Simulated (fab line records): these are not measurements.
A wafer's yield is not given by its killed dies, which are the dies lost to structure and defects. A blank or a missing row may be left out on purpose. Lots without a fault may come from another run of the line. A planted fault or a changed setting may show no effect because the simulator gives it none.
fab line records    flow sky130    part 1 of 2: steps 1 to 42 of 43
record lots=6  wafers=18  last_day=49
route steps=708 shown POLY_GATE@222 LDD_N@237 LDD_P@255 PAD_OPEN@708
lots that met no fault: taken from a fault-free run of the same line
start_h: start of the lot's first displayed wafer, in hours after the record's first day    wait_h: time in hours since the lot's previous step    " as in the row above    L1.1+2: a row that stands for several wafers    - no value, or no start given    * or withheld: withheld    < > ~ a bound
route shown NAME@n: a module of which the file shows steps, and the number in the route of the first    usual: the fault-free wafers' mean and standard deviation    same: alike in all rows    chamber/n: place in a boat    sites: readings site by site    _std_site: their standard deviation    _edge_site: outer sites' mean less inner sites'    radius_mm: for every site, how far away it sits from the centre of the wafer    mask NAME#n: copy n    behind: the tool/chamber that last shaped the wafer    hold: the reason the lot was held/the length of the hold in hours/how it ended    device: names the non-switching transistor (n, p or np)    end of line: the route-end tests of the same wafers    a step with no rows: only its recipe    killed: count of dies lost to structure and defects at first sort (not the wafer's yield)    map: per-die view of a wafer (x killed, . not killed, _ where there is no die)
set.NAME: the setting that was run; set.NAME@STEP: the one run at that earlier step    model.NAME: the simulator's own value behind a step, which no gauge read
certain route steps with their lots: each step a table, each wafer a row
services: a tool's chamber out of use, with start hour (start_h, from the record's first day; less than 0 if before it), hours out, and reason
## steps
# step SKY_POLY_GATE_COAT_08
# recipe resist=KrF-thick  spin_rpm=3000  resist_thk_nm=450
# step SKY_POLY_GATE_SOFTBAKE_09
# recipe temp_c=100  time_s=90  resist=KrF-thick
# step SKY_POLY_GATE_EXPOSE_10
# recipe mask_id=P1M  na=0.68  source_shape=conventional  sigma_outer=0.6  target_cd_nm=150  dose_mj=28
# step SKY_POLY_GATE_PEB_11
# recipe peb_temp_c=withheld  peb_time_s=withheld  resist=KrF-thick
# step SKY_POLY_GATE_DEVELOP_12
# recipe develop_time_s=60  resist=KrF-thick  dev_temp_c=21
# step SKY_POLY_GATE_CD_MEAS_13
# recipe target_cd_nm=150
# usual cd_nm=149.7/1.6
lot.wafer  tool       chamber  start_h  wait_h  cd_nm
L550.1     cd_sem-02  -        375.84   -       149.1
L550.4     "          -        "        "       149.7
L550.5     "          -        "        "       149.5
L552.1     cd_sem-02  -        416.99   -       147.5
L552.5     "          -        "        "       147.1
L552.6     "          -        "        "       148.7
L557.1     cd_sem-01  -        445.79   -       151.3
L557.4     "          -        "        "       152.4
L557.5     "          -        "        "       152.4
L560.1     cd_sem-01  -        471.69   -       151.8
L560.4     "          -        "        "       150.0
L560.5     "          -        "        "       149.9
L566.3     cd_sem-02  -        519.18   -       150.7
L566.5     "          -        "        "       150.0
L566.6     "          -        "        "       150.5
L567.3     cd_sem-01  -        529.70   -       151.8
L567.4     "          -        "        "       150.1
L567.5     "          -        "        "       151.7
# step SKY_POLY_GATE_OVL_MEAS_14
# usual POLY_GATE_OVL=-1/6.8
lot.wafer  tool        chamber  start_h  wait_h  POLY_GATE_OVL[nm]
L550.1     overlay-01  -        375.96   0.1     -9
L550.4     "           -        "        "       -12
L550.5     "           -        "        "       -7
L552.1     overlay-02  -        417.11   0.1     6
L552.5     "           -        "        "       -2
L552.6     "           -        "        "       -1
L557.1     overlay-01  -        445.91   0.1     -7
L557.4     "           -        "        "       -9
L557.5     "           -        "        "       -12
L560.1     overlay-02  -        471.81   0.1     -8
L560.4     "           -        "        "       -7
L560.5     "           -        "        "       -12
L566.3     overlay-01  -        519.27   0.1     -5
L566.5     "           -        "        "       -2
L566.6     "           -        "        "       6
L567.3     overlay-02  -        529.79   0.1     -7
L567.4     "           -        "        "       2
L567.5     "           -        "        "       -10
# step SKY_POLY_GATE_ETCH_15
# recipe chemistry=N2/H2  target=BARC  ion_energy_ev=200  source_w=500  bias_w=100  pressure_mtorr=30  n2_flow_sccm=100  h2_flow_sccm=200  stop_on=SiO2  time_s=118.5  target_depth_a=1100
# usual drypump_motor_current_A=5.9/0.38  oes_product_au=0.715/0.0047  throttle_valve_pct=13.213/0.0095
lot.wafer  tool         chamber  start_h  wait_h  drypump_motor_current_A  oes_product_au  rf_hours_counter_h  throttle_valve_pct
L550.1     rie_diel-01  1        376.00   0.0     5.8                      0.715           7                   13.211
L550.4     "            2        "        "       6.0                      0.711           10                  13.215
L550.5     "            1        "        "       5.8                      0.715           -                   13.227
L552.1     rie_diel-04  3        417.15   0.0     6.4                      0.717           95                  13.226
L552.5     "            2        "        "       5.5                      0.721           -                   13.215
L552.6     "            3        "        "       6.3                      0.704           -                   13.217
L557.1     rie_diel-04  1        445.95   0.0     5.5                      0.705           65                  13.223
L557.4     "            2        "        "       5.5                      0.719           7                   13.213
L557.5     "            0        "        "       6.3                      0.705           -                   13.215
L560.1     rie_diel-04  1        471.85   0.0     5.5                      0.713           66                  13.232
L560.4     "            2        "        "       5.4                      0.715           8                   13.225
L560.5     "            1        "        "       5.5                      0.710           -                   13.219
L566.3     rie_diel-04  2        519.30   0.0     5.5                      0.726           9                   13.220
L566.5     "            2        "        "       5.5                      0.714           -                   13.211
L566.6     "            1        "        "       5.5                      0.712           -                   13.218
L567.3     rie_diel-04  1        529.82   0.0     5.5                      0.722           68                  13.218
L567.4     "            0        "        "       6.3                      0.716           8                   13.218
L567.5     "            3        "        "       6.4                      0.720           -                   13.216
# step SKY_POLY_GATE_ETCH_16
# recipe stop_on=poly-Si  chemistry=CH3F/O2  target=Si3N4  source_w=400  bias_w=80  pressure_mtorr=25  ch3f_flow_sccm=40  O2_flow_sccm=30  time_s=147.5  target_depth_a=750
# usual ch3f_flow_sccm=40.01/0.12  drypump_motor_current_A=5.9/0.38  oes_product_au=0.640/0.0051  throttle_valve_pct=10.535/0.0086
lot.wafer  tool         chamber  start_h  wait_h  ch3f_flow_sccm  drypump_motor_current_A  oes_product_au  rf_hours_counter_h  throttle_valve_pct
L550.1     rie_diel-01  1        376.08   0.0     40.02           5.8                      0.640           7                   10.535
L550.4     "            2        "        "       40.08           6.0                      0.636           10                  10.539
L550.5     "            1        "        "       40.07           5.8                      0.644           -                   10.542
L552.1     rie_diel-04  3        417.23   0.0     40.03           6.3                      0.637           95                  10.535
L552.5     "            2        "        "       40.11           5.5                      0.637           -                   10.532
L552.6     "            3        "        "       39.85           6.3                      0.644           -                   10.537
L557.1     rie_diel-04  1        446.03   0.0     39.94           5.5                      0.647           65                  10.534
L557.4     "            2        "        "       39.97           5.5                      0.633           7                   10.531
L557.5     "            0        "        "       40.13           6.3                      0.642           -                   10.527
L560.1     rie_diel-04  1        471.93   0.0     39.97           5.5                      0.637           66                  10.532
L560.4     "            2        "        "       39.97           5.5                      0.635           8                   10.539
L560.5     "            1        "        "       40.08           5.5                      0.631           -                   10.550
L566.3     rie_diel-04  2        519.38   0.0     39.93           5.5                      0.639           9                   10.543
L566.5     "            2        "        "       40.04           5.5                      0.639           -                   10.525
L566.6     "            1        "        "       40.18           5.5                      0.636           -                   10.535
L567.3     rie_diel-04  1        529.90   0.0     39.96           5.5                      0.650           68                  10.533
L567.4     "            0        "        "       40.04           6.3                      0.640           8                   10.517
L567.5     "            3        "        "       40.07           6.4                      0.639           -                   10.536
# step SKY_POLY_GATE_ETCH_17
# recipe target_depth_nm=180  stop_on=SiO2  over_etch_frac=0.56667  chemistry=HBr/Cl2  target=poly-Si  icp_w=400  bias_w=100  pressure_mtorr=10  HBr_flow_sccm=150  Cl2_flow_sccm=50  time_s=70.5
# usual drypump_motor_current_A=5.6/0.42  oes_product_au=0.985/0.0085  throttle_valve_pct=33.685/0.0096
lot.wafer  tool       chamber  start_h  wait_h  drypump_motor_current_A  oes_product_au  rf_hours_counter_h  throttle_valve_pct
L550.1     rie_si-02  0        376.18   0.0     6.1                      0.984           3                   33.704
L550.4     "          2        "        "       5.3                      0.982           1                   33.680
L550.5     "          2        "        "       5.3                      0.981           -                   33.701
L552.1     rie_si-02  2        417.33   0.0     5.3                      0.998           1                   33.683
L552.5     "          3        "        "       5.0                      0.990           -                   33.675
L552.6     "          0        "        "       6.1                      0.980           -                   33.672
L557.1     rie_si-01  1        446.13   0.0     4.9                      0.990           4                   33.687
L557.4     "          0        "        "       6.2                      0.991           49                  33.683
L557.5     "          3        "        "       5.8                      0.992           -                   33.691
L560.1     rie_si-01  2        472.03   0.0     5.8                      0.988           30                  33.695
L560.4     "          0        "        "       6.2                      0.993           49                  33.689
L560.5     "          0        "        "       6.2                      1.001           -                   33.686
L566.3     rie_si-02  2        519.48   0.0     5.3                      0.996           2                   33.669
L566.5     "          0        "        "       6.1                      0.961           -                   33.701
L566.6     "          1        "        "       5.5                      0.992           -                   33.673
L567.3     rie_si-01  1        530.00   0.0     4.9                      0.985           4                   33.688
L567.4     "          1        "        "       4.9                      0.994           -                   33.693
L567.5     "          3        "        "       5.8                      0.995           -                   33.700
# step SKY_POLY_GATE_STRIP_18
# recipe chemistry=O2/N2  power_w=1400  pressure_mtorr=1500  platen_temp_c=withheld  o2_flow_sccm=3000  n2_flow_sccm=300  overash_fraction=0.5
# usual drypump_motor_current_A=6.0/0.45  o2_flow_sccm=2999/9.7  oes_product_au=0.360/0.0046  strip_time_to_endpoint_s=3.16/0.06
lot.wafer  tool             chamber  start_h  wait_h  drypump_motor_current_A  o2_flow_sccm  oes_product_au  rf_hours_counter_h  strip_time_to_endpoint_s
L550.1     plasma_asher-04  1        376.24   0.0     5.9                      2987          0.362           68                  3.14
L550.4     "                1        "        "       5.9                      3012          0.361           -                   3.18
L550.5     "                0        "        "       5.2                      2992          0.361           -                   3.07
L552.1     plasma_asher-04  1        417.39   0.0     5.9                      3002          0.364           72                  3.16
L552.5     "                1        "        "       5.9                      3006          0.362           -                   3.17
L552.6     "                0        "        "       5.2                      3011          0.368           -                   3.19
L557.1     plasma_asher-01  1        446.19   0.0     6.7                      2999          0.364           64                  3.24
L557.4     "                1        "        "       6.7                      3007          0.361           -                   3.19
L557.5     "                0        "        "       5.8                      2988          0.359           -                   3.18
L560.1     plasma_asher-02  1        472.09   0.0     5.7                      2999          0.362           36                  3.23
L560.4     "                1        "        "       5.7                      3008          0.365           -                   3.16
L560.5     "                1        "        "       5.7                      3008          0.359           -                   3.19
L566.3     plasma_asher-02  1        519.57   0.1     5.7                      3000          0.363           -                   3.14
L566.5     "                1        "        "       5.7                      3005          0.359           -                   3.22
L566.6     "                0        "        "       5.9                      3007          0.359           -                   3.21
L567.3     plasma_asher-01  0        530.09   0.1     5.8                      2988          0.359           -                   3.21
L567.4     "                1        "        "       6.7                      3024          0.363           -                   3.15
L567.5     "                1        "        "       6.7                      3021          0.366           -                   3.23
# step SKY_POLY_GATE_CLEAN_19
# recipe chemistry=SC1/SC2  mix=1:4:20  temp_c=70  time_s=150  dry=n2_spin
# step SKY_POLY_GATE_OXIDATION_20
# recipe temp_c=850  ambient=O2  stabilise_s=600  purge_s=300  target_thk_a=40  ox_time_s=899
# usual spike_tc_top_C=859.8/1.3
lot.wafer  tool        chamber  start_h  wait_h  spike_tc_top_C
L550.1     furnace-02  0        377.87   1.5     858.1
L550.4     "           0        "        "       860.1
L550.5     "           0        "        "       858.0
L552.1     furnace-01  0        417.80   0.3     861.9
L552.5     "           0        "        "       860.6
L552.6     "           0        "        "       859.4
L557.1     furnace-02  0        446.40   0.1     856.5
L557.4     "           0        "        "       860.1
L557.5     "           0        "        "       859.6
L560.1     furnace-02  0        472.24   0.0     857.6
L560.4     "           0        "        "       859.4
L560.5     "           0        "        "       860.4
L566.3     furnace-01  0        520.34   0.7     861.5
L566.5     "           0        "        "       858.6
L566.6     "           0        "        "       860.5
L567.3     furnace-01  0        530.21   0.0     859.8
L567.4     "           0        "        "       861.8
L567.5     "           0        "        "       859.5
# step SKY_POLY_GATE_THK_MEAS_21
# recipe reads=SiO2_of_POLY_GATE_OXIDATION_20
# usual POLY_GATE_OXIDATION_THK=4.02/0.068
lot.wafer  tool           chamber  start_h  wait_h  POLY_GATE_OXIDATION_THK[nm]
L550.1     film_metro-01  -        379.12   0.0     3.93
L550.4     "              -        "        "       3.91
L550.5     "              -        "        "       3.94
L552.1     film_metro-01  -        419.05   0.0     4.02
L552.5     "              -        "        "       3.98
L552.6     "              -        "        "       3.90
L557.1     film_metro-01  -        447.65   0.0     4.03
L557.4     "              -        "        "       4.09
L557.5     "              -        "        "       3.96
L560.1     film_metro-02  -        473.49   0.0     4.01
L560.4     "              -        "        "       4.05
L560.5     "              -        "        "       4.02
L566.3     film_metro-02  -        521.61   0.0     4.04
L566.5     "              -        "        "       3.99
L566.6     "              -        "        "       4.01
L567.3     film_metro-02  -        531.48   0.0     4.04
L567.4     "              -        "        "       4.09
L567.5     "              -        "        "       4.01
# step SKY_POLY_GATE_CD_MEAS_22
# usual cd_nm=151/3.1
lot.wafer  tool       chamber  start_h  wait_h  cd_nm
L550.1     cd_sem-01  -        379.18   0.1     154
L550.4     "          -        "        "       145
L550.5     "          -        "        "       151
L552.1     cd_sem-01  -        419.11   0.1     145
L552.5     "          -        "        "       148
L552.6     "          -        "        "       147
L557.1     cd_sem-02  -        447.71   0.1     154
L557.4     "          -        "        "       156
L557.5     "          -        "        "       157
L560.1     cd_sem-02  -        473.55   0.1     152
L560.4     "          -        "        "       156
L560.5     "          -        "        "       150
L566.3     cd_sem-02  -        521.71   0.1     152
L566.5     "          -        "        "       152
L566.6     "          -        "        "       155
L567.3     cd_sem-01  -        531.58   0.1     150
L567.4     "          -        "        "       152
L567.5     "          -        "        "       157
# step SKY_LDD_N_DEHYDRATE_00
# recipe temp_c=200  time_s=60
# step SKY_LDD_N_HMDS_01
# recipe prime_time_s=60  prime_temp_c=120
# step SKY_LDD_N_COAT_02
# recipe resist=NOVOLAK  spin_rpm=3000  resist_thk_nm=300
# step SKY_LDD_N_SOFTBAKE_03
# recipe temp_c=90  time_s=60  resist=NOVOLAK
# step SKY_LDD_N_EXPOSE_04
# recipe mask_id=NTM  target_cd_nm=840  na=0.6  source_shape=conventional  sigma_outer=0.6  dose_mj=110
# step SKY_LDD_N_PEB_05
# recipe temp_c=withheld  time_s=*  resist=NOVOLAK
# step SKY_LDD_N_DEVELOP_06
# recipe develop_time_s=60  dev_temp_c=23
# step SKY_LDD_N_OVL_MEAS_07
# usual LDD_N_OVL=-1.3/1.3
lot.wafer  tool        chamber  start_h  wait_h  LDD_N_OVL[nm]
L550.1     overlay-01  -        407.61   0.1     -1.2
L550.4     "           -        "        "       -2.2
L550.5     "           -        "        "       -1.9
L552.1     overlay-01  -        449.19   0.1     -2.5
L552.5     "           -        "        "       -0.1
L552.6     "           -        "        "       -1.5
L557.1     overlay-02  -        477.54   0.1     -0.4
L557.4     "           -        "        "       0.7
L557.5     "           -        "        "       -0.8
L560.1     overlay-01  -        505.19   0.1     -0.7
L560.4     "           -        "        "       -0.8
L560.5     "           -        "        "       -0.9
L566.3     overlay-01  -        551.65   0.1     -3.4
L566.5     "           -        "        "       -2.5
L566.6     "           -        "        "       -3.3
L567.3     overlay-01  -        560.88   0.1     -3.5
L567.4     "           -        "        "       -1.2
L567.5     "           -        "        "       -3.6
# step SKY_LDD_N_IMPLANT_08
# recipe species=As  energy_kev=20  dose_cm2=7.5e+13  tilt_deg=withheld  rotation_deg=23
# step SKY_LDD_N_IMPLANT_09
# recipe species=As  energy_kev=20  dose_cm2=7.5e+13  tilt_deg=withheld  rotation_deg=113
# step SKY_LDD_N_IMPLANT_10
# recipe species=As  energy_kev=20  dose_cm2=7.5e+13  tilt_deg=withheld  rotation_deg=203
# step SKY_LDD_N_IMPLANT_11
# recipe species=As  energy_kev=20  dose_cm2=7.5e+13  tilt_deg=withheld  rotation_deg=293
# step SKY_LDD_N_IMPLANT_12
# recipe species=BF2  energy_kev=50  dose_cm2=5e+12  tilt_deg=30  rotation_deg=0
# step SKY_LDD_N_IMPLANT_13
# recipe species=BF2  energy_kev=50  dose_cm2=5e+12  tilt_deg=30  rotation_deg=90
# step SKY_LDD_N_IMPLANT_14
# recipe species=BF2  energy_kev=50  dose_cm2=5e+12  tilt_deg=30  rotation_deg=180
# step SKY_LDD_N_IMPLANT_15
# recipe species=BF2  energy_kev=50  dose_cm2=5e+12  tilt_deg=30  rotation_deg=270
# step SKY_LDD_N_STRIP_16
# recipe chemistry=O2/N2  power_w=1400  pressure_mtorr=1500  platen_temp_c=withheld  o2_flow_sccm=3000  n2_flow_sccm=300  overash_fraction=0.5
# usual drypump_motor_current_A=5.8/0.45  o2_flow_sccm=2999/8.3  oes_product_au=0.407/0.0043  strip_time_to_endpoint_s=4.313/0.016
lot.wafer  tool             chamber  start_h  wait_h  drypump_motor_current_A  o2_flow_sccm  oes_product_au  rf_hours_counter_h  strip_time_to_endpoint_s
L550.1     plasma_asher-02  0        408.85   0.1     5.9                      2996          0.406           30                  4.317
L550.4     "                0        "        "       6.0                      3006          0.400           -                   4.319
L550.5     "                0        "        "       6.0                      2998          0.413           -                   4.296
L552.1     plasma_asher-03  1        450.43   0.1     5.3                      2989          0.408           73                  4.324
L552.5     "                0        "        "       5.2                      3006          0.415           -                   4.326
L552.6     "                1        "        "       5.3                      2996          0.410           -                   4.328
L557.1     plasma_asher-03  0        478.78   0.1     5.3                      3017          0.411           75                  4.290
L557.4     "                1        "        "       5.3                      2997          0.410           -                   4.284
L557.5     "                1        "        "       5.3                      2994          0.411           -                   4.321
L560.1     plasma_asher-01  0        506.43   0.1     5.8                      2991          0.411           69                  4.318
L560.4     "                1        "        "       6.7                      2989          0.418           -                   4.322
L560.5     "                0        "        "       5.8                      3004          0.407           -                   4.322
L566.3     plasma_asher-02  1        552.91   0.1     5.7                      3009          0.403           -                   4.329
L566.5     "                1        "        "       5.7                      3001          0.397           -                   4.329
L566.6     "                0        "        "       6.0                      2997          0.408           -                   4.336
L567.3     plasma_asher-03  0        562.13   0.1     5.3                      2994          0.404           -                   4.311
L567.4     "                1        "        "       5.3                      3008          0.405           -                   4.304
L567.5     "                1        "        "       5.3                      2992          0.403           -                   4.312
# step SKY_LDD_N_TW_MEAS_17
# usual LDD_N_TW=2621/37
lot.wafer  tool           chamber  start_h  wait_h  LDD_N_TW
L550.1     film_metro-01  -        408.95   0.1     2660
L550.4     "              -        "        "       2652
L550.5     "              -        "        "       2670
L552.1     film_metro-01  -        450.55   0.1     2670
L552.5     "              -        "        "       2680
L552.6     "              -        "        "       2680
L557.1     film_metro-03  -        478.88   0.1     2592
L557.4     "              -        "        "       2598
L557.5     "              -        "        "       2602
L560.1     film_metro-01  -        506.53   0.1     2643
L560.4     "              -        "        "       2651
L560.5     "              -        "        "       2629
L566.3     film_metro-03  -        553.00   0.1     2589
L566.5     "              -        "        "       2586
L566.6     "              -        "        "       2596
L567.3     film_metro-03  -        562.22   0.1     2580
L567.4     "              -        "        "       2577
L567.5     "              -        "        "       2592
# step SKY_LDD_P_DEHYDRATE_00
# recipe temp_c=200  time_s=60
# step SKY_LDD_P_HMDS_01
# recipe prime_time_s=60  prime_temp_c=120
# step SKY_LDD_P_COAT_02
# recipe resist=NOVOLAK  spin_rpm=3000  resist_thk_nm=1140
# step SKY_LDD_P_SOFTBAKE_03
# recipe temp_c=90  time_s=60  resist=NOVOLAK
# step SKY_LDD_P_EXPOSE_04
# recipe mask_id=PSDM  na=0.6  source_shape=conventional  sigma_outer=0.6  polarization=unpolarized  target_cd_nm=380  dose_mj=138
# step SKY_LDD_P_PEB_05
# recipe temp_c=withheld  time_s=*  resist=NOVOLAK
# step SKY_LDD_P_DEVELOP_06
# recipe resist=NOVOLAK  developer=TMAH  develop_time_s=60  dev_temp_c=23
# step SKY_LDD_P_CD_MEAS_07
# recipe target_cd_nm=380
# usual cd_nm=380.4/2.6
lot.wafer  tool       chamber  start_h  wait_h  cd_nm
L550.1     cd_sem-01  -        439.71   0.1     385.4
L550.4     "          -        "        "       381.6
L550.5     "          -        "        "       384.0
L552.1     cd_sem-01  -        481.21   0.1     376.7
L552.5     "          -        "        "       376.4
L552.6     "          -        "        "       377.7
L557.1     cd_sem-01  -        508.89   0.1     382.8
L557.4     "          -        "        "       381.4
L557.5     "          -        "        "       382.2
L560.1     cd_sem-02  -        536.86   0.1     380.0
L560.4     "          -        "        "       380.1
L560.5     "          -        "        "       379.9
L566.3     cd_sem-01  -        582.38   0.1     381.5
L566.5     "          -        "        "       380.3
L566.6     "          -        "        "       380.0
L567.3     cd_sem-01  -        591.38   0.1     380.0
L567.4     "          -        "        "       381.5
L567.5     "          -        "        "       378.0
# step SKY_LDD_P_OVL_MEAS_08
# usual LDD_P_OVL=0.0/1.4
lot.wafer  tool        chamber  start_h  wait_h  LDD_P_OVL[nm]
L550.1     overlay-01  -        439.83   0.1     0.1
L550.4     "           -        "        "       1.2
L550.5     "           -        "        "       0.5
L552.1     overlay-02  -        481.33   0.1     -1.0
L552.5     "           -        "        "       -1.1
L552.6     "           -        "        "       -0.9
L557.1     overlay-01  -        509.01   0.1     0.4
L557.4     "           -        "        "       1.4
L557.5     "           -        "        "       0.8
L560.1     overlay-01  -        536.98   0.1     -2.2
L560.4     "           -        "        "       -1.2
L560.5     "           -        "        "       -2.6
L566.3     overlay-02  -        582.47   0.1     -1.0
L566.5     "           -        "        "       0.9
L566.6     "           -        "        "       -1.2
L567.3     overlay-02  -        591.47   0.1     -0.7
L567.4     "           -        "        "       -1.4
L567.5     "           -        "        "       -1.0
